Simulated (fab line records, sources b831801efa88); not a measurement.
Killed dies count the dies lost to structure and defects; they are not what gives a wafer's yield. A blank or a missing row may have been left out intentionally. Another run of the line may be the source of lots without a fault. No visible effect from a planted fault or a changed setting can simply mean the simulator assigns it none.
Which tool did it? -- flow gf180mcu -- 14 lots with 42 wafers sampled at 7 steps, on a route of 602 steps

== WHAT EACH GAUGE READ, for each wafer ==
GF_LVPWELL_OVL_MEAS_07.
lot,measured,on,LVPWELL_OVL (nm)
L506,day 4 03:03,overlay-01,1.2 1.4 0.5
L507,day 4 09:30,overlay-01,1.1 1.0 1.0
L508,day 4 13:05,overlay-01,1.2 -0.4 -0.2
L511,day 5 05:51,overlay-02,-2.7 -1.5 -2.5
L512,day 5 12:20,overlay-01,-0.9 -1.7 -0.3
L516,day 6 10:05,overlay-01,-0.9 2.1 -0.9
L518,day 6 21:31,overlay-02,1.7 1.4 1.6
L520,day 7 10:05,overlay-02,-2.0 -2.5 -3.3
L521,day 7 15:15,overlay-01,-0.1 0.5 1.4
L523,day 8 04:31,overlay-02,-3.5 -3.0 -4.0
L524,day 8 10:11,overlay-02,0.4 0.4 1.0
L525,day 8 13:54,overlay-02,-1.3 -0.1 1.2
L527,day 9 01:05,overlay-01,-0.9 1.9 -0.6
L528,day 9 06:02,overlay-02,1.4 0.0 1.2

GF_MVPSD_TW_MEAS_11.
lot,measured,on,MVPSD_TW
L506,day 5 08:40,film_metro-03,552 554 553
L507,day 5 14:43,film_metro-01,553 552 554
L508,day 5 18:20,film_metro-01,551 551 551
L511,day 6 15:04,film_metro-04,547 553 550
L512,day 6 19:17,film_metro-01,550 551 551
L516,day 7 18:00,film_metro-03,556 558 556
L518,day 8 06:29,film_metro-04,546 547 551
L520,day 8 19:58,film_metro-01,553 555 555
L521,day 9 00:35,film_metro-04,546 546 548
L523,day 9 15:56,film_metro-01,555 556 556
L524,day 9 21:16,film_metro-04,549 547 544
L525,day 10 01:37,film_metro-04,547 543 551
L527,day 10 13:34,film_metro-01,558 554 558
L528,day 10 18:43,film_metro-01,558 556 557

GF_VT_IMPLANT_RS_MEAS_46: uses a four-point probe to measure.
lot,measured,on,MVSD_RS (ohm/sq)
L506,day 7 21:43,film_metro-01,455.9 457.3 456.0
L507,day 8 04:22,film_metro-03,457.9 457.0 457.5
L508,day 8 09:12,film_metro-01,456.3 456.8 456.6
L511,day 9 07:37,film_metro-01,132.8 132.8 132.8
L512,day 9 13:19,film_metro-04,133.2 133.2 133.5
L516,day 10 15:18,film_metro-04,457.9 457.1 457.1
L518,day 11 05:48,film_metro-04,456.9 457.3 457.7
L520,day 11 21:20,film_metro-03,455.8 454.0 455.0
L521,day 12 01:52,film_metro-01,457.5 457.0 457.0
L523,day 12 18:44,film_metro-01,456.1 457.5 457.2
L524,day 13 01:58,film_metro-03,454.1 455.7 457.0
L525,day 13 06:01,film_metro-01,458.3 458.7 458.2
L527,day 13 19:08,film_metro-04,457.2 458.3 459.3
L528,day 13 23:53,film_metro-01,456.9 457.7 458.0

GF_VT_IMPLANT_RS_MEAS_47: uses a four-point probe to measure.
lot,measured,on,NWELL_RS (ohm/sq)
L506,day 7 21:50,film_metro-01,486.1 485.4 485.6
L507,day 8 04:29,film_metro-03,487.1 487.0 485.8
L508,day 8 09:19,film_metro-01,488.1 488.0 487.9
L511,day 9 07:44,film_metro-01,133.0 133.1 133.0
L512,day 9 13:26,film_metro-04,133.0 133.2 133.2
L516,day 10 15:25,film_metro-04,489.2 490.0 491.5
L518,day 11 05:55,film_metro-04,490.7 489.4 489.5
L520,day 11 21:28,film_metro-03,487.4 487.1 487.4
L521,day 12 01:59,film_metro-01,490.1 489.9 490.2
L523,day 12 18:51,film_metro-01,489.2 486.7 488.2
L524,day 13 02:05,film_metro-03,486.5 487.6 488.6
L525,day 13 06:08,film_metro-01,488.3 488.0 487.2
L527,day 13 19:15,film_metro-04,488.7 489.7 489.2
L528,day 14 00:01,film_metro-01,488.1 486.5 488.9

GF_VT_IMPLANT_RS_MEAS_48: uses a four-point probe to measure.
lot,measured,on,LVPWELL_RS (ohm/sq)
L506,day 7 21:57,film_metro-01,1193 1195 1197
L507,day 8 04:37,film_metro-03,1189 1193 1191
L508,day 8 09:26,film_metro-01,1195 1197 1196
L511,day 9 07:51,film_metro-01,133 133 133
L512,day 9 13:34,film_metro-04,133 133 133
L516,day 10 15:32,film_metro-04,1202 1198 1199
L518,day 11 06:02,film_metro-04,1199 1200 1201
L520,day 11 21:35,film_metro-03,1193 1196 1196
L521,day 12 02:07,film_metro-01,1194 1196 1195
L523,day 12 18:58,film_metro-01,1199 1197 1193
L524,day 13 02:12,film_metro-03,1190 1195 1195
L525,day 13 06:16,film_metro-01,1197 1197 1197
L527,day 13 19:22,film_metro-04,1204 1202 1205
L528,day 14 00:08,film_metro-01,1196 1196 1201

== EACH LOT AND THE TOOL THAT RAN IT (in order: tool; ch and the chambers of the sampled wafers; start) ==
lot,GF_DNWELL_STRIP_08,GF_VT_IMPLANT_RTA_45
L506,"plasma_asher-03 ch 0,1, day 3 00:32","rtp_anneal-01 ch 0, day 7 21:37"
L507,"plasma_asher-01 ch 0,1, day 3 06:19","rtp_anneal-01 ch 0, day 8 04:16"
L508,"plasma_asher-03 ch 0,1, day 3 10:21","rtp_anneal-01 ch 0, day 8 09:06"
L511,"plasma_asher-01 ch 0,1, day 4 01:53","rtp_anneal-01, day 9 07:30"
L512,"plasma_asher-04 ch 0,1, day 4 08:40","rtp_anneal-02, day 9 13:13"
L516,"plasma_asher-03 ch 0,1, day 5 04:10","rtp_anneal-02 ch 0, day 10 15:12"
L518,"plasma_asher-04 ch 1, day 5 14:42","rtp_anneal-02 ch 0, day 11 05:42"
L520,"plasma_asher-04 ch 0,1, day 6 03:23","rtp_anneal-02 ch 0, day 11 21:14"
L521,"plasma_asher-01 ch 0,1, day 6 08:25","rtp_anneal-01 ch 0, day 12 01:46"
L523,"plasma_asher-03 ch 0,1, day 6 20:48","rtp_anneal-01 ch 0, day 12 18:38"
L524,"plasma_asher-03 ch 0,1, day 7 00:51","rtp_anneal-01 ch 0, day 13 01:51"
L525,"plasma_asher-01 ch 0,1, day 7 05:25","rtp_anneal-01 ch 0, day 13 05:55"
L527,"plasma_asher-04 ch 0,1, day 7 15:26","rtp_anneal-01 ch 0, day 13 19:01"
L528,"plasma_asher-03 ch 0,1, day 7 20:01","rtp_anneal-01 ch 0, day 13 23:47"
- GF_DNWELL_STRIP_08: strips in O2/N2.
- GF_VT_IMPLANT_RTA_45: time 30 s.

== AS READ BY THE TOOLS THEMSELVES (means over the sampled wafers that have a number; for cases with no such wafer, the mark the record gives instead) ==
GF_DNWELL_STRIP_08.
lot,tool,drypump_motor_current_A (A),heater_power_w (W),o2_flow_sccm (sccm),oes_product_au (a.u.),strip_time_to_endpoint_s (s)
L506,plasma_asher-03,6.2,365,3009,0.724,36.66
L507,plasma_asher-01,5.5,344,2995,0.722,36.79
L508,plasma_asher-03,6.0,354,3006,0.725,36.89
L511,plasma_asher-01,5.6,346,2997,0.721,36.93
L512,plasma_asher-04,5.9,340,2996,0.720,36.91
L516,plasma_asher-03,6.0,342,3001,0.725,36.82
L518,plasma_asher-04,6.2,307,2998,0.720,37.02
L520,plasma_asher-04,5.9,337,3006,0.724,36.80
L521,plasma_asher-01,5.7,322,3001,0.723,36.89
L523,plasma_asher-03,6.2,367,3001,0.725,37.03
L524,plasma_asher-03,6.0,351,3005,0.721,36.98
L525,plasma_asher-01,5.7,317,2999,0.722,36.92
L527,plasma_asher-04,6.1,323,3002,0.720,36.96
L528,plasma_asher-03,5.9,353,3005,0.723,36.96

GF_VT_IMPLANT_RTA_45.
lot,tool,anneal_temp_c_max,chamber_o2_ppm,lamp_power_pct (%),wafer_temp_C_max
L506,rtp_anneal-01,1053.0,2.004,40,1055.4
L507,rtp_anneal-01,1054.1,2.021,40,1056.3
L508,rtp_anneal-01,1053.3,1.953,40,1056.9
L511,rtp_anneal-01,-,-,-,-
L512,rtp_anneal-02,-,-,-,-
L516,rtp_anneal-02,1054.5,2.004,32,1058.5
L518,rtp_anneal-02,1054.2,2.007,32,1057.3
L520,rtp_anneal-02,1053.8,2.011,32,1058.3
L521,rtp_anneal-01,1053.8,1.990,40,1055.1
L523,rtp_anneal-01,1054.2,2.010,40,1056.0
L524,rtp_anneal-01,1053.9,1.988,40,1055.7
L525,rtp_anneal-01,1054.2,1.976,40,1055.1
L527,rtp_anneal-01,1054.3,2.019,40,1054.4
L528,rtp_anneal-01,1053.8,1.996,40,1056.4

== THE ANSWER, worked out from the rows above alone ==
Rule: the lots themselves supply what counts as usual. Put in order of their means at a reading, lots are off if they are a third of the lots or fewer, leave a main group of 4 or more, and stand apart from it by a gap of 3 or more times the standard deviation of the main group's means; of several such gaps the widest counts. The tables above print the reading to a certain number of digits; a main group whose means all agree to those digits is not used. A lot without any number at a reading at which 4 lots or more have one is off too. Where the step has rows for the other lots, those lots are counted as sound. After the gauges, taken in route order, come the tools' own readings; for these a lot's mean is taken, as printed above. At the first step where some lot is off, the reading lying furthest off is the one used; lots without a number count as furthest.
Off: at GF_VT_IMPLANT_RS_MEAS_46 (MVSD_RS), L511, L512. Mean 457.0 ohm/sq and standard deviation 0.96 in the main group.
If a tool, at a process step before that reading, ran all the lots that are off and no sound lot after the first of them, it fits. The gauges at GF_VT_IMPLANT_RS_MEAS_46 aren't tried: what is off there is off at GF_VT_IMPLANT_RTA_45 too, on other tools, and a gauge's error can't cause that. Of those tried, none fits.

== WHAT THE SIMULATOR PUT IN ==
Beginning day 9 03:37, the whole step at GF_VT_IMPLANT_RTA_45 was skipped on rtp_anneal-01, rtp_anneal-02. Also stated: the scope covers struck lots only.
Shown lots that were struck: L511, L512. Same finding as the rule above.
